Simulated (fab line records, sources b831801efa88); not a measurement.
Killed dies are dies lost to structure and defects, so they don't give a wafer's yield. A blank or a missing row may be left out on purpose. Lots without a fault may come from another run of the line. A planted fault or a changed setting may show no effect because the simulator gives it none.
fab line records | flow sky130
record lots=24 wafers=72 last_day=50
route steps=708 shown VT_ADJUST_LVTN@117 VIA1@471 CAPM@537 METAL3@567 VIA3@574
lots that met no fault: from a run of the same line without faults
start_h: hours from the record's first day to the start of the lot's first wafer shown | wait_h: hours since the lot's step before | " the same as in the row above | L1.1+2: a row that stands for several wafers | - no value, or no start given | * or withheld: withheld | < > ~ a bound
route shown NAME@n: a module of which the file shows steps, and the number in the route of the first | usual: mean/standard deviation of fault-free wafers | same: alike in all rows | chamber/n: place in a boat | sites: the reading at each site | _std_site: their standard deviation | _edge_site: outer sites' mean less inner sites' | radius_mm: how far each site lies from the wafer's centre | mask NAME#n: copy n | behind: the tool/chamber that last shaped the wafer | hold: why the lot was held/for how many hours/how that ended | device: the transistor (n, p or np) that didn't switch | end of line: the same wafers' tests at the end of the route | a step without rows: its recipe alone | killed: dies lost to structure and defects at the first sort, not the wafer's yield | map: a wafer's dies, x killed, . not, _ none there
set.NAME: the setting as run; set.NAME@STEP: as run at that earlier step | model.NAME: the simulator's own value behind a step, which no gauge read
steps of the route over a sample of lots; a table a step, a row a wafer
services: from which hour (start_h, from the record's first day; less than 0 if before it) a tool's chamber was out of use, for how many hours, and why
## steps
# step SKY_VT_ADJUST_LVTN_STRIP_20
# recipe chemistry=O2/N2 power_w=1400 pressure_mtorr=1500 platen_temp_c=withheld o2_flow_sccm=3000 n2_flow_sccm=300 overash_fraction=0.5
# usual drypump_motor_current_A=6.0/0.43 oes_product_au=0.715/0.0047 strip_time_to_endpoint_s=14.19/0.037
# columns lot.wafer tool chamber start_h wait_h drypump_motor_current_A oes_product_au rf_hours_counter_h strip_time_to_endpoint_s
L074.4 plasma_asher-03 0 157.46 0.1 5.5 0.714 - 14.19
L074.5 " 0 " " 5.5 0.718 - 14.15
L074.6 " 1 " " 5.9 0.716 - 14.14
L075.2 plasma_asher-04 1 164.42 0.1 6.0 0.718 50 14.21
L075.5 " 0 " " 5.3 0.721 - 14.22
L075.6 " 1 " " 6.0 0.712 - 14.25
L076.1 plasma_asher-04 1 171.12 0.1 5.9 0.716 51 14.20
L076.5 " 0 " " 5.3 0.726 - 14.15
L076.6 " 1 " " 6.0 0.710 - 14.18
L077.2 plasma_asher-04 1 178.90 0.1 5.9 0.719 52 14.21
L077.4 " 0 " " 5.3 0.717 - 14.21
L077.5 " 0 " " 5.2 0.711 - 14.22
L078.1 plasma_asher-01 0 188.22 0.1 6.3 0.718 7 14.19
L078.3 " 0 " " 6.3 0.717 - 14.15
L078.5 " 0 " " 6.3 0.719 - 14.19
L079.2 plasma_asher-01 0 190.42 0.1 6.2 0.714 7 14.18
L079.3 " 1 " " 6.5 0.700 - 14.23
L079.4 " 0 " " 6.3 0.720 - 14.18
L080.1 plasma_asher-01 0 193.90 0.1 6.2 0.719 8 14.24
L080.5 " 0 " " 6.2 0.710 - 14.24
L080.6 " 1 " " 6.5 0.717 - 14.26
L081.2 plasma_asher-01 1 206.70 0.1 6.5 0.715 9 14.18
L081.4 " 1 " " 6.5 0.717 - 14.12
L081.6 " 0 " " 6.2 0.714 - 14.17
L082.1 plasma_asher-01 0 216.70 0.1 6.3 0.711 10 14.20
L082.5 " 1 " " 6.5 0.710 - 14.18
L082.6 " 0 " " 6.3 0.708 - 14.22
L083.2 plasma_asher-03 1 219.12 0.1 5.9 0.714 42 14.23
L083.3 " 1 " " 5.9 0.713 - 14.19
L083.5 " 1 " " 5.9 0.715 - 14.17
L084.2 plasma_asher-04 0 227.15 0.1 5.2 0.722 56 14.23
L084.4 " 1 " " 6.0 0.708 - 14.23
L084.5 " 0 " " 5.2 0.709 - 14.21
L085.1 plasma_asher-01 1 237.12 0.1 6.5 0.713 12 14.06
L085.3 " 1 " " 6.5 0.721 - 14.12
L085.6 " 1 " " 6.5 0.718 - 14.15
L086.2 plasma_asher-03 0 245.52 0.1 5.5 0.718 45 14.21
L086.3 " 1 " " 5.9 0.713 - 14.23
L086.6 " 1 " " 5.9 0.717 - 14.18
L087.2 plasma_asher-04 0 247.80 0.1 5.2 0.718 58 14.25
L087.3 " 0 " " 5.3 0.711 - 14.23
L087.4 " 1 " " 5.9 0.710 - 14.22
L088.1 plasma_asher-03 0 252.57 0.1 5.5 0.712 45 14.19
L088.4 " 0 " " 5.5 0.714 - 14.18
L088.5 " 0 " " 5.5 0.708 - 14.15
L089.3 plasma_asher-01 0 261.91 0.1 6.3 0.720 - 14.17
L089.4 " 1 " " 6.5 0.718 - 14.19
L089.5 " 1 " " 6.5 0.714 - 14.17
L090.1 plasma_asher-04 1 267.55 0.1 6.0 0.713 60 14.15
L090.2 " 0 " " 5.3 0.717 60 14.13
L090.3 " 0 " " 5.2 0.717 - 14.11
L091.2 plasma_asher-04 0 275.20 0.1 5.2 0.711 60 14.16
L091.4 " 0 " " 5.3 0.717 - 14.22
L091.5 " 0 " " 5.3 0.711 - 14.16
L092.3 plasma_asher-01 0 285.94 0.1 6.3 0.716 - 14.23
L092.4 " 1 " " 6.5 0.715 - 14.21
L092.5 " 0 " " 6.3 0.708 - 14.23
L093.1 plasma_asher-01 1 295.05 0.1 6.5 0.716 18 14.24
L093.2 " 0 " " 6.2 0.718 18 14.23
L093.5 " 0 " " 6.3 0.706 - 14.24
L094.3 plasma_asher-03 0 297.14 0.1 5.5 0.715 - 14.20
L094.4 " 1 " " 5.9 0.711 - 14.19
L094.5 " 0 " " 5.5 0.710 - 14.25
L095.1 plasma_asher-01 1 300.55 0.1 6.5 0.704 19 14.20
L095.2 " 0 " " 6.2 0.715 19 14.20
L095.4 " 1 " " 6.5 0.717 - 14.23
L096.4 plasma_asher-03 0 307.13 0.1 5.5 0.707 - 14.20
L096.5 " 1 " " 5.9 0.713 - 14.16
L096.6 " 0 " " 5.5 0.720 - 14.16
L097.2 plasma_asher-01 0 315.87 0.1 6.3 0.724 20 14.18
L097.3 " 0 " " 6.2 0.719 - 14.20
L097.5 " 0 " " 6.3 0.727 - 14.16
# step SKY_VIA1_OVL_MEAS_13
# usual VIA1_OVL=0/6.4
# columns lot.wafer tool chamber start_h wait_h VIA1_OVL[nm]
L074.4 overlay-02 - 789.27 0.1 -8
L074.5 " - " " -1
L074.6 " - " " -6
L075.2 overlay-02 - 799.26 0.1 -4
L075.5 " - " " -3
L075.6 " - " " -8
L076.1 overlay-01 - 805.34 0.1 10
L076.5 " - " " 8
L076.6 " - " " 7
L077.2 overlay-01 - 815.61 0.1 -8
L077.4 " - " " 1
L077.5 " - " " -6
L078.1 overlay-02 - 822.31 0.1 1
L078.3 " - " " 2
L078.5 " - " " 5
L079.2 overlay-02 - 826.71 0.1 5
L079.3 " - " " 7
L079.4 " - " " 8
L080.1 overlay-01 - 832.31 0.1 4
L080.5 " - " " 1
L080.6 " - " " 3
L081.2 overlay-01 - 845.46 0.1 -8
L081.4 " - " " -12
L081.6 " - " " -7
L083.2 overlay-01 - 859.96 0.1 -1
L083.3 " - " " -6
L083.5 " - " " -2
L082.1 overlay-02 - 862.01 0.1 4
L082.5 " - " " 9
L082.6 " - " " 2
L084.2 overlay-02 - 870.79 0.1 8
L084.4 " - " " 11
L084.5 " - " " 4
L085.1 overlay-01 - 884.34 0.1 8
L085.3 " - " " 6
L085.6 " - " " 10
L086.2 overlay-02 - 890.31 0.1 3
L086.3 " - " " 4
L086.6 " - " " 1
L087.2 overlay-02 - 892.69 0.1 -12
L087.3 " - " " -11
L087.4 " - " " -8
L088.1 overlay-02 - 895.56 0.1 4
L088.4 " - " " 3
L088.5 " - " " 7
L089.3 overlay-02 - 911.12 0.1 -12
L089.4 " - " " -7
L089.5 " - " " -7
L090.1 overlay-01 - 913.06 0.1 8
L090.2 " - " " 10
L090.3 " - " " 3
L091.2 overlay-01 - 923.74 0.1 8
L091.4 " - " " 9
L091.5 " - " " 6
L092.3 overlay-02 - 930.35 0.1 -7
L092.4 " - " " -9
L092.5 " - " " -8
L093.1 overlay-02 - 947.56 0.1 4
L093.2 " - " " 8
L093.5 " - " " 10
L094.3 overlay-02 - 948.85 0.1 -7
L094.4 " - " " 4
L094.5 " - " " -4
L095.1 overlay-01 - 952.19 0.1 -4
L095.2 " - " " -4
L095.4 " - " " -2
L096.4 overlay-02 - 955.97 0.1 3
L096.5 " - " " 6
L096.6 " - " " 0
L097.2 overlay-02 - 959.36 0.1 -1
L097.3 " - " " 0
L097.5 " - " " -7
# step SKY_CAPM_CVD_00
# recipe material=SiO2 target_thk_nm=15.5 temp_c=400 time_s=withheld rf_w=450
# usual heater_power_outer_w=414/55 heater_power_w=714/80 rf_fwd_power_W=442.3/2.4
# columns lot.wafer tool chamber start_h wait_h heater_power_outer_w heater_power_w rf_fwd_power_W
L074.4 pecvd-02 0 848.81 0.0 412 728 440.0
L074.5 " 1 " " 442 747 443.9
L074.6 " 2 " " 404 674 440.8
L075.2 pecvd-02 0 857.99 0.0 314 623 438.6
L075.5 " 0 " " 316 622 437.3
L075.6 " 1 " " 446 763 439.5
L076.1 pecvd-04 0 864.16 0.0 439 656 441.8
L076.5 " 1 " " 508 784 442.5
L076.6 " 0 " " 428 648 444.4
L077.2 pecvd-02 1 873.51 0.0 445 763 442.8
L077.4 " 1 " " 452 788 441.3
L077.5 " 2 " " 353 594 439.7
L078.1 pecvd-04 2 880.10 0.0 436 804 444.5
L078.3 " 0 " " 450 690 441.0
L078.5 " 2 " " 448 785 445.7
L079.2 pecvd-02 0 883.90 0.0 380 701 441.5
L079.3 " 1 " " 420 722 443.5
L079.4 " 1 " " 416 724 439.9
L080.1 pecvd-03 2 889.64 0.0 431 698 443.2
L080.5 " 0 " " 390 715 444.7
L080.6 " 2 " " 419 693 442.5
L081.2 pecvd-02 0 901.76 0.0 416 769 436.9
L081.4 " 0 " " 415 751 439.5
L081.6 " 2 " " 395 669 440.6
L083.2 pecvd-03 1 917.65 0.0 341 693 443.6
L083.3 " 1 " " 351 695 446.9
L083.5 " 2 " " 338 593 442.9
L082.1 pecvd-04 2 918.55 0.0 427 793 445.3
L082.5 " 0 " " 491 761 444.2
L082.6 " 2 " " 434 816 445.6
L084.2 pecvd-02 2 926.36 0.0 314 556 441.4
L084.4 " 0 " " 381 692 440.7
L084.5 " 2 " " 327 557 441.6
L085.1 pecvd-02 1 942.35 0.0 445 795 443.4
L085.3 " 0 " " 366 688 437.1
L085.6 " 1 " " 450 787 441.8
L086.2 pecvd-04 1 944.87 0.0 420 689 442.5
L086.3 " 0 " " 389 594 444.0
L086.6 " 2 " " 477 859 442.7
L087.2 pecvd-04 2 948.81 0.0 512 922 447.6
L087.3 " 1 " " 517 809 439.9
L087.4 " 1 " " 519 805 442.0
L088.1 pecvd-03 2 950.15 0.0 365 602 440.1
L088.4 " 0 " " 357 666 445.4
L088.5 " 2 " " 354 610 440.6
L089.3 pecvd-04 2 967.91 0.0 465 833 440.3
L089.4 " 0 " " 403 621 443.1
L089.5 " 1 " " 516 784 442.8
L090.1 pecvd-02 0 968.78 0.0 317 637 438.8
L090.2 " 2 " " 385 665 437.8
L090.3 " 1 " " 422 741 442.2
L091.2 pecvd-03 1 978.36 0.0 427 765 445.1
L091.4 " 1 " " 427 762 444.1
L091.5 " 0 " " 356 664 443.9
L092.3 pecvd-03 1 983.15 0.0 407 749 446.7
L092.4 " 2 " " 402 672 442.2
L092.5 " 0 " " 374 693 443.2
L093.1 pecvd-02 1 1001.34 0.0 501 820 441.7
L093.2 " 2 " " 383 657 438.5
L093.5 " 2 " " 394 674 440.2
L094.3 pecvd-04 1 1001.78 0.0 488 765 443.9
L094.4 " 2 " " 524 920 444.1
L094.5 " 1 " " 484 766 442.3
L095.1 pecvd-03 2 1005.47 0.0 409 680 443.2
L095.2 " 0 " " 342 645 444.3
L095.4 " 0 " " 344 652 443.8
L096.4 pecvd-02 2 1007.75 0.0 317 564 439.7
L096.5 " 1 " " 445 756 442.2
L096.6 " 0 " " 339 651 440.8
L097.2 pecvd-04 2 1012.23 0.0 438 802 447.8
L097.3 " 1 " " 523 801 440.9
L097.5 " 0 " " 466 718 444.7
# step SKY_METAL3_ETCH_17
# recipe target=SiO2 stop_on=TiN chemistry=C4F8/O2/Ar source_w=1500 bias_w=1200 pressure_mtorr=40 c4f8_flow_sccm=withheld O2_flow_sccm=6 Ar_flow_sccm=300 time_s=3.9 target_depth_a=150
# usual oes_product_au=0.754/0.007 rf_fwd_power_W=1468/7.1
# columns lot.wafer tool chamber start_h wait_h oes_product_au rf_fwd_power_W rf_hours_counter_h
L074.4 rie_diel-01 0 901.67 0.0 0.746 1468 11
L074.5 " 3 " " 0.748 1471 -
L074.6 " 2 " " 0.765 1453 -
L075.2 rie_diel-03 0 910.55 0.1 0.752 1468 19
L075.5 " 3 " " 0.760 1478 -
L075.6 " 0 " " 0.754 1465 -
L076.1 rie_diel-01 2 915.90 0.1 0.743 1462 21
L076.5 " 1 " " 0.758 1468 -
L076.6 " 0 " " 0.767 1467 -
L077.2 rie_diel-02 1 924.60 0.1 0.754 1457 18
L077.4 " 3 " " 0.753 1467 21
L077.5 " 1 " " 0.759 1462 -
L078.1 rie_diel-01 1 931.47 0.1 0.753 1467 19
L078.3 " 0 " " 0.740 1468 12
L078.5 " 3 " " 0.754 1479 -
L079.2 rie_diel-01 2 935.35 0.1 0.757 1458 22
L079.3 " 3 " " 0.747 1474 6
L079.4 " 1 " " 0.756 1465 19
L080.1 rie_diel-02 3 939.95 0.1 0.745 1475 22
L080.5 " 0 " " 0.759 1473 -
L080.6 " 3 " " 0.753 1475 -
L081.2 rie_diel-03 3 952.02 0.1 0.760 1478 12
L081.4 " 0 " " 0.753 1468 20
L081.6 " 2 " " 0.765 1461 -
L083.2 rie_diel-02 1 967.07 0.1 0.751 1472 19
L083.3 " 3 " " 0.757 1464 22
L083.5 " 2 " " 0.752 1463 -
L082.1 rie_diel-03 0 967.67 0.1 0.751 1469 20
L082.5 " 1 " " 0.751 1462 -
L082.6 " 2 " " 0.759 1463 -
L084.2 rie_diel-02 3 975.87 0.1 0.750 1478 23
L084.4 " 2 " " 0.754 1465 7
L084.5 " 2 " " 0.769 1463 -
L085.1 rie_diel-01 2 990.68 0.2 0.749 1465 24
L085.3 " 0 " " 0.735 1456 14
L085.6 " 0 " " 0.752 1468 -
L086.2 rie_diel-02 0 994.20 0.1 0.750 1464 5
L086.3 " 1 " " 0.758 1459 20
L086.6 " 0 " " 0.764 1471 -
L087.2 rie_diel-01 3 997.53 0.1 0.753 1483 9
L087.3 " 0 " " 0.747 1467 14
L087.4 " 2 " " 0.754 1457 24
L088.1 rie_diel-01 0 999.30 0.1 0.751 1474 14
L088.4 " 1 " " 0.757 1464 21
L088.5 " 3 " " 0.761 1482 -
L089.3 rie_diel-03 2 1015.12 0.0 0.752 1469 4
L089.4 " 1 " " 0.763 1463 13
L089.5 " 2 " " 0.757 1472 -
L090.1 rie_diel-01 0 1015.65 0.1 0.744 1473 15
L090.2 " 2 " " 0.743 1461 24
L090.3 " 3 " " 0.740 1479 10
L091.2 rie_diel-03 3 1025.82 0.1 0.752 1471 14
L091.4 " 2 " " 0.765 1474 5
L091.5 " 0 " " 0.749 1469 -
L092.3 rie_diel-01 0 1029.17 0.0 0.750 1475 15
L092.4 " 2 " " 0.756 1466 25
L092.5 " 3 " " 0.762 1473 -
L093.1 rie_diel-02 0 1046.97 0.1 0.750 1470 7
L093.2 " 1 " " 0.749 1469 22
L093.5 " 3 " " 0.759 1471 -
L094.3 rie_diel-02 1 1047.42 0.0 0.744 1462 22
L094.4 " 3 " " 0.757 1476 24
L094.5 " 0 " " 0.751 1475 -
L095.1 rie_diel-01 3 1052.75 0.1 0.749 1475 11
L095.2 " 1 " " 0.751 1466 23
L095.4 " 2 " " 0.752 1472 26
L096.4 rie_diel-01 1 1053.77 0.0 0.758 1467 23
L096.5 " 2 " " 0.758 1459 -
L096.6 " 1 " " 0.766 1470 -
L097.2 rie_diel-02 1 1056.27 0.1 0.761 1464 22
L097.3 " 3 " " 0.756 1467 25
L097.5 " 0 " " 0.764 1469 -
# step SKY_VIA3_THK_MEAS_01
# recipe reads=SiO2_of_VIA3_HDPCVD_00
# usual VIA3_HDPCVD_THK=1631/19
# columns lot.wafer tool chamber start_h wait_h VIA3_HDPCVD_THK[nm]
L074.4 film_metro-02 - 902.66 0.0 1621
L074.5 " - " " 1663
L074.6 " - " " 1614
L075.2 film_metro-02 - 911.52 0.1 1621
L075.5 " - " " 1640
L075.6 " - " " 1657
L076.1 film_metro-01 - 916.89 0.1 1638
L076.5 " - " " 1617
L076.6 " - " " 1622
L077.2 film_metro-02 - 925.57 0.1 1622
L077.4 " - " " 1653
L077.5 " - " " 1605
L078.1 film_metro-02 - 932.53 0.1 1647
L078.3 " - " " 1636
L078.5 " - " " 1641
L079.2 film_metro-01 - 936.35 0.1 1632
L079.3 " - " " 1604
L079.4 " - " " 1648
L080.1 film_metro-01 - 940.95 0.1 1639
L080.5 " - " " 1642
L080.6 " - " " 1649
L081.2 film_metro-04 - 952.99 0.1 1606
L081.4 " - " " 1612
L081.6 " - " " 1595
L083.2 film_metro-02 - 968.14 0.1 1643
L083.3 " - " " 1617
L083.5 " - " " 1641
L082.1 film_metro-01 - 968.98 0.1 1639
L082.5 " - " " 1618
L082.6 " - " " 1629
L084.2 film_metro-01 - 976.90 0.1 1651
L084.4 " - " " 1674
L084.5 " - " " 1649
L085.1 film_metro-02 - 991.64 0.1 1632
L085.3 " - " " 1652
L085.6 " - " " 1625
L086.2 film_metro-01 - 995.28 0.1 1641
L086.3 " - " " 1637
L086.6 " - " " 1647
L087.2 film_metro-02 - 999.06 0.1 1598
L087.3 " - " " 1615
L087.4 " - " " 1634
L088.1 film_metro-04 - 1000.52 0.1 1625
L088.4 " - " " 1636
L088.5 " - " " 1625
L089.3 film_metro-01 - 1016.45 0.1 1666
L089.4 " - " " 1666
L089.5 " - " " 1689
L090.1 film_metro-04 - 1016.61 0.1 1620
L090.2 " - " " 1604
L090.3 " - " " 1591
L091.2 film_metro-01 - 1026.79 0.1 1633
L091.4 " - " " 1626
L091.5 " - " " 1632
L092.3 film_metro-02 - 1030.19 0.1 1637
L092.4 " - " " 1657
L092.5 " - " " 1649
L093.1 film_metro-01 - 1048.15 0.1 1619
L093.2 " - " " 1629
L093.5 " - " " 1613
L094.3 film_metro-02 - 1048.41 0.1 1642
L094.4 " - " " 1646
L094.5 " - " " 1637
L095.1 film_metro-04 - 1053.83 0.1 1632
L095.2 " - " " 1600
L095.4 " - " " 1601
L096.4 film_metro-02 - 1054.76 0.0 1637
L096.5 " - " " 1604
L096.6 " - " " 1621
L097.2 film_metro-01 - 1057.30 0.1 1644
L097.3 " - " " 1616
L097.5 " - " " 1612
# step SKY_VIA3_SPUTTER_20
# recipe material=TiN target_thk_nm=20 chamber_pressure_pa=5 power_w=4000 time_s=80
# usual throttle_valve_pct=29.8/0.85
# columns lot.wafer tool chamber start_h wait_h throttle_valve_pct
L074.4 pvd_sputter-03 - 928.24 0.0 31.2
L074.5 " - " " 31.0
L074.6 " - " " 29.8
L075.2 pvd_sputter-03 - 937.08 0.0 29.9
L075.5 " - " " 30.0
L075.6 " - " " 31.1
L076.1 pvd_sputter-01 - 943.77 0.0 28.5
L076.5 " - " " 29.4
L076.6 " - " " 30.1
L077.2 pvd_sputter-01 - 951.54 0.0 30.3
L077.4 " - " " 28.8
L077.5 " - " " 28.6
L078.1 pvd_sputter-04 - 958.06 0.0 31.1
L078.3 " - " " 29.0
L078.5 " - " " 29.6
L079.2 pvd_sputter-04 - 961.97 0.0 28.7
L079.3 " - " " 30.1
L079.4 " - " " 29.7
L080.1 pvd_sputter-03 - 965.96 0.0 31.0
L080.5 " - " " 31.1
L080.6 " - " " 28.9
L081.2 pvd_sputter-04 - 978.49 0.0 31.0
L081.4 " - " " 29.7
L081.6 " - " " 30.9
L082.1 pvd_sputter-04 - 994.41 0.0 29.5
L082.5 " - " " 31.1
L082.6 " - " " 29.1
L083.2 pvd_sputter-01 - 994.55 0.0 29.2
L083.3 " - " " 30.1
L083.5 " - " " 28.5
L084.2 pvd_sputter-04 - 1002.53 0.0 28.7
L084.4 " - " " 29.8
L084.5 " - " " 29.7
L085.1 pvd_sputter-04 - 1016.04 0.0 29.4
L085.3 " - " " 29.7
L085.6 " - " " 29.6
L086.2 pvd_sputter-01 - 1019.78 0.0 30.4
L086.3 " - " " 30.7
L086.6 " - " " 29.4
L087.2 pvd_sputter-01 - 1022.97 0.0 30.0
L087.3 " - " " 29.5
L087.4 " - " " 30.7
L088.1 pvd_sputter-03 - 1023.91 0.0 31.0
L088.4 " - " " 29.8
L088.5 " - " " 31.3
L089.3 pvd_sputter-04 - 1039.59 0.0 29.9
L089.4 " - " " 29.6
L089.5 " - " " 31.1
L090.1 pvd_sputter-01 - 1040.22 0.0 30.6
L090.2 " - " " 28.9
L090.3 " - " " 29.4
L091.2 pvd_sputter-04 - 1049.40 0.0 28.9
L091.4 " - " " 29.6
L091.5 " - " " 31.0
L092.3 pvd_sputter-01 - 1053.31 0.0 30.3
L092.4 " - " " 31.1
L092.5 " - " " 29.6
L093.1 pvd_sputter-04 - 1071.40 0.0 30.8
L093.2 " - " " 28.8
L093.5 " - " " 31.1
L094.3 pvd_sputter-01 - 1071.51 0.0 30.3
L094.4 " - " " 29.5
L094.5 " - " " 28.9
L095.1 pvd_sputter-04 - 1075.88 0.0 30.7
L095.2 " - " " 30.0
L095.4 " - " " 29.4
L096.4 pvd_sputter-01 - 1076.92 0.0 29.4
L096.5 " - " " 28.7
L096.6 " - " " 30.2
L097.2 pvd_sputter-04 - 1079.71 0.0 30.8
L097.3 " - " " 28.6
L097.5 " - " " 29.0
## services
# columns tool chamber start_h hours kind
rie_diel-01 1 159.47 16.7 repair
plasma_asher-01 - 175.24 3.8 repair
pvd_sputter-04 - 179.56 2.2 repair
rie_diel-01 2 213.72 9.5 repair
rie_diel-01 - 264.74 0.8 repair
rie_diel-01 0 269.10 5.2 repair
rie_diel-01 - 274.52 1.8 repair
rie_diel-01 0 309.26 56.0 repair
rie_diel-01 3 384.52 11.8 repair
rie_diel-01 1 402.91 10.8 repair
pvd_sputter-04 - 403.70 9.0 repair
pvd_sputter-04 - 474.75 1.5 repair
rie_diel-01 0 540.52 2.8 repair
pvd_sputter-04 - 542.30 3.0 repair
rie_diel-01 1 542.40 7.9 repair
plasma_asher-01 - 547.37 0.4 repair
rie_diel-01 - 580.57 0.3 repair
rie_diel-01 0 655.32 6.9 repair
plasma_asher-01 - 671.89 0.4 repair
pvd_sputter-04 - 675.88 4.5 repair
rie_diel-01 1 689.30 36.2 repair
rie_diel-01 0 690.45 7.3 repair
rie_diel-01 2 711.68 1.6 repair
rie_diel-01 - 714.83 0.4 repair
## key
fault none
